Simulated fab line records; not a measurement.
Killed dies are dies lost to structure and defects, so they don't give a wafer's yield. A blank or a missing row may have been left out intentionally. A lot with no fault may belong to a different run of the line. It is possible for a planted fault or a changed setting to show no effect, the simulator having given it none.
Problem report, 8D (eight disciplines) form, completed by code | flow gf180mcu | the parts of the form that need people (team, actions taken, sign-off) are left out

== 1. THE PROBLEM ==
PASSIVATION_CVD_02_THK at GF_PASSIVATION_THK_MEAS_03 reads a mean of 1204 nm on 1 wafer of 1 lot; wafers without a fault read 702 nm with a standard deviation of 8.8. That is +57 standard deviations from the usual mean.
First seen on wafer L921.1, day 32 06:07, on film_metro-03. At this step, 35 wafers from 12 lots have a number in the record. By rule, "out" or "out of limits" means more than 4 standard deviations away from the usual mean. All remaining wafers that have a number are taken as sound.

== 2. WHAT IT IS, WHAT IT ISN'T ==
question                    | is                     | is not
which readings at this step | PASSIVATION_CVD_02_THK | -
which lots                  | L921                   | L907, L910, L911, L912, L913, L914, L920, L922, L926, L928, L929
which wafers of those lots  | L921.1                 | L921.3
read on which gauges        | film_metro-03          | film_metro-01, film_metro-04
when                        | from day 32 06:07      | up to then (22 sound wafers); but 12 sound wafers of L922, L926, L928, L929 came after

== 3. WHAT RULES OUT EACH SUSPECT ==
Counting: a tool at a process step up to the reading stays a suspect if it ran every lot that is out. Sound lots after the first of them don't rule it out here, since some wafers of a struck lot are sound.
- the gauge at GF_PASSIVATION_THK_MEAS_03: ruled out. All the wafers that are out were read on film_metro-03, but those of them that GF_PASSIVATION_PROBE_99 has rows for are out there too, on other tools.
- pvd_sputter-01 at GF_V5_SPUTTER_21 (material Ti, target thk 15 nm, time 80.02 s): kept. The lot that is out, L921, ran on it at day 31 11:23; the last sound lot it ran before that was L914, at day 29 12:04.
- pecvd-04 at GF_PASSIVATION_CVD_02 (deposits Si3N4, target thk 700 nm, time 486.18 s): kept. The lot that is out, L921, ran on it at day 32 05:50; the last sound lot it ran before that was L920, at day 32 01:48.
- At GF_PASSIVATION_CVD_02 on pecvd-04, chamber 2 took the sound wafers of the same lots and chamber 0 took the wafers that are out.
Left after counting: pvd_sputter-01 at GF_V5_SPUTTER_21, pecvd-04 at GF_PASSIVATION_CVD_02.

== 4. THE CAUSE (what the simulator had put in) ==
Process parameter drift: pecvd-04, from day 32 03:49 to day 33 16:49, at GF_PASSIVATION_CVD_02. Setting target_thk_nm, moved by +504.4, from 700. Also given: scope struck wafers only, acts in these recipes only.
After counting, 2 suspects remain, this tool included.

== 5. THE CHAIN OF EFFECTS, in route order ==
Each row: a reading whose mean over the struck wafers that have a number lies more than 3 standard deviations from the usual. Only readings whose record carries a usual standard deviation are examined. hours: median over the lots of the time between each lot's start at the first step of this table that gives one and its start at this step. sigmas: the change, counted in usual standard deviations.
hours | step                       | reading                | usual  | on struck wafers | change | sigmas
0     | GF_PASSIVATION_THK_MEAS_03 | PASSIVATION_CVD_02_THK | 702 nm | 1204             | +502   | +57
17    | GF_PASSIVATION_PROBE_99    | defect_limited_yield   | 90.2 % | 0.0              | -90.2  | -69
17    | GF_PASSIVATION_PROBE_99    | killed_at_other        | 0.0    | 445.0            | +445.0 | +99 or more
17    | GF_PASSIVATION_PROBE_99    | killed_dies            | 48     | 492              | +444   | +72
17    | GF_PASSIVATION_PROBE_99    | killed_on_rim          | 9      | 96               | +87    | +29
17    | GF_PASSIVATION_PROBE_99    | sort_bin_5_function    | 5.8 %  | 98.0             | +92.2  | +84
17    | GF_PASSIVATION_PROBE_99    | sort_n_pass            | 444    | 0                | -444   | -72
17    | GF_PASSIVATION_PROBE_99    | sort_yield_pct         | 90.2 % | 0.0              | -90.2  | -69
Process steps it contains:
- GF_PASSIVATION_PROBE_99

== 6. WHAT WOULD HAVE CAUGHT IT SOONER ==
Counted from the fault's start at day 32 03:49, it took 2 hours until the first out-of-limits reading at a measuring or inspecting step in this record, taken at day 32 06:07.
Tool readings at GF_PASSIVATION_CVD_02 with a usual standard deviation given in the record: none out on any struck wafer, hence no alarm at a limit of 4 standard deviations on them.
By day 32 06:07, every lot that is out (1) had started GF_PASSIVATION_CVD_02 on pecvd-04. A hold on the tool at that time would have spared none of them.
